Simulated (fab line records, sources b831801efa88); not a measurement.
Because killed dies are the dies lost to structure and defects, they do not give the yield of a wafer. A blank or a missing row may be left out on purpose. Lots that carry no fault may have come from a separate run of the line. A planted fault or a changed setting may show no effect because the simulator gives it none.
What tool caused it? | flow gf180mcu | 13 lots with 39 wafers sampled at 5 steps, on a route of 602 steps

== WHAT THE GAUGES SHOWED, per wafer ==
GF_HV_LDD_RS_MEAS_53: uses a four-point probe to measure. Usual: HV_LDD_RS typically reads 418.4 ohm/sq, with standard deviation 1.2.
lot  | measured     | on            | HV_LDD_RS (ohm/sq) | flag
L276 | day 12 08:44 | film-metro-03 | 418.5 419.3 418.9  |
L278 | day 12 17:44 | film-metro-02 | 420.8 420.4 419.8  |
L280 | day 14 01:19 | film-metro-02 | 419.7 419.7 418.7  |
L281 | day 14 11:46 | film-metro-03 | 419.8 419.1 420.9  |
L284 | day 15 17:20 | film-metro-03 | 417.7 417.0 419.2  |
L285 | day 15 16:02 | film-metro-03 | 418.1 417.0 418.6  |
L287 | day 16 13:28 | film-metro-01 | 417.6 417.3 417.4  |
L289 | day 16 22:48 | film-metro-01 | 417.3 416.4 416.9  |
L294 | day 18 06:11 | film-metro-01 | - - -              | OFF
L295 | day 18 14:10 | film-metro-03 | - - -              | OFF
L296 | day 18 15:02 | film-metro-03 | 417.6 417.0 417.2  |
L297 | day 19 02:35 | film-metro-01 | 420.0 419.0 418.5  |
L299 | day 19 19:17 | film-metro-02 | 418.8 419.2 419.4  |

GF_HV_LDD_THK_MEAS_55. Usual: HV_LDD_CVD_54_THK typically reads 9.96 nm, with standard deviation 0.13.
lot  | measured     | on            | HV_LDD_CVD_54_THK (nm) | flag
L276 | day 12 11:31 | film-metro-01 | 9.80 9.91 9.93         |
L278 | day 12 18:52 | film-metro-01 | 9.98 9.93 9.99         |
L280 | day 14 02:28 | film-metro-03 | 10.05 10.11 9.99       |
L281 | day 14 12:55 | film-metro-03 | 9.98 9.89 9.88         |
L284 | day 15 18:35 | film-metro-01 | 9.95 9.95 9.99         |
L285 | day 15 18:16 | film-metro-01 | 9.95 10.00 10.07       |
L287 | day 16 14:37 | film-metro-02 | 9.79 9.81 9.90         |
L289 | day 17 00:40 | film-metro-02 | 10.08 10.10 10.01      |
L294 | day 18 07:18 | film-metro-02 | 10.13 10.02 10.09      |
L295 | day 18 15:17 | film-metro-01 | 10.12 9.98 10.02       |
L296 | day 18 16:18 | film-metro-02 | 9.77 9.75 9.83         |
L297 | day 19 03:42 | film-metro-03 | 10.04 10.09 10.17      |
L299 | day 19 20:29 | film-metro-03 | 10.32 10.17 10.29      |

== WHAT TOOL EACH LOT RAN ON (gives the tool, then ch and the chambers of the sampled wafers, and finally the start) ==
lot  | GF_POLY_GATE_ETCH_13             | GF_HV_LDD_STRIP_10                   | GF_HV_LDD_IMPLANT_35
L276 | rie-si-01 ch 0,1, day 9 04:04    | plasma-asher-01 ch 0,1, day 10 03:24 | implanter-04 ch 0, day 11 15:24
L278 | rie-si-01 ch 0,2,3, day 9 17:03  | plasma-asher-03 ch 0,1, day 10 14:03 | implanter-03 ch 0, day 12 00:23
L280 | rie-si-01 ch 0,1, day 10 15:53   | plasma-asher-02 ch 0,1, day 11 16:15 | implanter-04 ch 0, day 13 04:15
L281 | rie-si-02 ch 0,1,3, day 11 00:56 | plasma-asher-03 ch 0,1, day 12 02:21 | implanter-02 ch 0, day 13 15:09
L284 | rie-si-01 ch 0,1,2, day 11 13:17 | plasma-asher-02 ch 0,1, day 13 01:03 | implanter-04 ch 0, day 14 19:10
L285 | rie-si-02 ch 0,2,3, day 11 23:50 | plasma-asher-01 ch 0,1, day 13 00:39 | implanter-04 ch 0, day 14 17:53
L287 | rie-si-02 ch 0,2,3, day 12 21:49 | plasma-asher-02 ch 1, day 13 18:48   | implanter-03 ch 0, day 15 13:42
L289 | rie-si-02 ch 0,3, day 13 07:39   | plasma-asher-02 ch 0,1, day 14 05:03 | implanter-02 ch 0, day 15 23:58
L294 | rie-si-01 ch 0,2,3, day 14 09:04 | plasma-asher-03 ch 0,1, day 15 09:23 | implanter-02 ch 0, day 17 06:23
L295 | rie-si-01 ch 0,3, day 14 12:39   | plasma-asher-02 ch 0,1, day 15 15:54 | implanter-02 ch 0, day 17 13:56
L296 | rie-si-02 ch 1,2, day 14 15:19   | plasma-asher-01 ch 0,1, day 15 16:12 | implanter-04 ch 0, day 17 14:30
L297 | rie-si-02 ch 1,2, day 15 03:35   | plasma-asher-02 ch 0,1, day 16 03:46 | implanter-03 ch 0, day 18 02:02
L299 | rie-si-02 ch 0,1,2, day 15 19:21 | plasma-asher-02 ch 0,1, day 16 19:15 | implanter-03 ch 0, day 18 18:38
- GF_POLY_GATE_ETCH_13: etches poly-Si in HBr/Cl2, stops on SiO2, target depth 198.5 nm, time 69.6 s.
- GF_HV_LDD_STRIP_10: strips in O2/N2.
- GF_HV_LDD_IMPLANT_35

== WHAT THE TOOLS THEMSELVES READ (means of the sampled wafers that have a number; where no wafer has one, the mark that the record gives instead) ==
GF_POLY_GATE_ETCH_13. Usual: drypump-motor-current-A 5.8 A, standard deviation 0.59; oes-product-au 0.993 a.u., standard deviation 0.0063; rf-fwd-power-W 397.0 W, standard deviation 1.8; throttle-valve-pct 33.685 %, standard deviation 0.0098.
lot  | tool      | drypump-motor-current-A (A) | oes-product-au (a.u.) | rf-fwd-power-W (W) | throttle-valve-pct (%) | flag
L276 | rie-si-01 | 5.4                         | 0.998                 | 397.6              | 33.696                 |
L278 | rie-si-01 | 5.5                         | 0.995                 | 396.4              | 33.681                 |
L280 | rie-si-01 | 5.6                         | 0.992                 | 394.3              | 33.679                 |
L281 | rie-si-02 | 6.1                         | 0.997                 | 397.2              | 33.683                 |
L284 | rie-si-01 | 5.7                         | 0.999                 | 396.8              | 33.694                 |
L285 | rie-si-02 | 5.7                         | 0.995                 | 396.3              | 33.677                 |
L287 | rie-si-02 | 5.6                         | 0.990                 | 397.4              | 33.679                 |
L289 | rie-si-02 | 5.7                         | 0.987                 | 396.3              | 33.688                 |
L294 | rie-si-01 | 5.5                         | 0.990                 | 398.0              | 33.680                 |
L295 | rie-si-01 | 5.2                         | 0.997                 | 398.8              | 33.677                 |
L296 | rie-si-02 | 6.0                         | 0.995                 | 399.2              | 33.687                 |
L297 | rie-si-02 | 5.5                         | 0.999                 | 398.2              | 33.687                 |
L299 | rie-si-02 | 6.0                         | 0.990                 | 396.9              | 33.682                 |

GF_HV_LDD_STRIP_10. Usual: drypump-motor-current-A 5.90 A, standard deviation 0.11; heater-power-w 340 W, standard deviation 41; oes-product-au 0.716 a.u., standard deviation 0.0048; strip-time-to-endpoint-s 12.65 s, standard deviation 0.037.
lot  | tool            | drypump-motor-current-A (A) | heater-power-w (W) | oes-product-au (a.u.) | strip-time-to-endpoint-s (s) | flag
L276 | plasma-asher-01 | 5.75                        | 348                | 0.718                 | 12.67                        |
L278 | plasma-asher-03 | 5.93                        | 344                | 0.712                 | 12.70                        |
L280 | plasma-asher-02 | 5.92                        | 318                | 0.709                 | 12.66                        |
L281 | plasma-asher-03 | 5.92                        | 341                | 0.718                 | 12.67                        |
L284 | plasma-asher-02 | 5.93                        | 354                | 0.715                 | 12.63                        |
L285 | plasma-asher-01 | 5.75                        | 340                | 0.718                 | 12.66                        |
L287 | plasma-asher-02 | 5.91                        | 280                | 0.708                 | 12.63                        |
L289 | plasma-asher-02 | 5.91                        | 325                | 0.720                 | 12.65                        |
L294 | plasma-asher-03 | 5.95                        | 346                | 0.716                 | 12.62                        |
L295 | plasma-asher-02 | 5.92                        | 314                | 0.717                 | 12.65                        |
L296 | plasma-asher-01 | 5.75                        | 344                | 0.711                 | 12.69                        |
L297 | plasma-asher-02 | 5.90                        | 324                | 0.716                 | 12.61                        |
L299 | plasma-asher-02 | 5.92                        | 320                | 0.711                 | 12.65                        |

== THE ANSWER, worked out from the rows above alone ==
Rule: lot off if the mean of its wafers having a number is beyond 3 standard deviations from the usual mean. Also off: a lot with no number at a reading for which 4 or more lots have one. Any other lot the step has rows for is counted as sound. The gauges are gone through in route order, then the tools' own readings, and for those a lot's mean is taken as printed above. At the first step where some lot is off, the reading lying furthest off is the one used; lots without a number count as furthest.
Off: at GF_HV_LDD_RS_MEAS_53 (HV_LDD_RS), L294, L295. Without a number there: L294, L295.
If a tool, at a process step before that reading, ran all the lots that are off and no sound lot after the first of them, it fits. The gauges at GF_HV_LDD_RS_MEAS_53 are tried like those tools. Can't be told from this: 2 tools fit, rie-si-01 at GF_POLY_GATE_ETCH_13, implanter-02 at GF_HV_LDD_IMPLANT_35.

== WHAT THE SIMULATOR HAD INSERTED ==
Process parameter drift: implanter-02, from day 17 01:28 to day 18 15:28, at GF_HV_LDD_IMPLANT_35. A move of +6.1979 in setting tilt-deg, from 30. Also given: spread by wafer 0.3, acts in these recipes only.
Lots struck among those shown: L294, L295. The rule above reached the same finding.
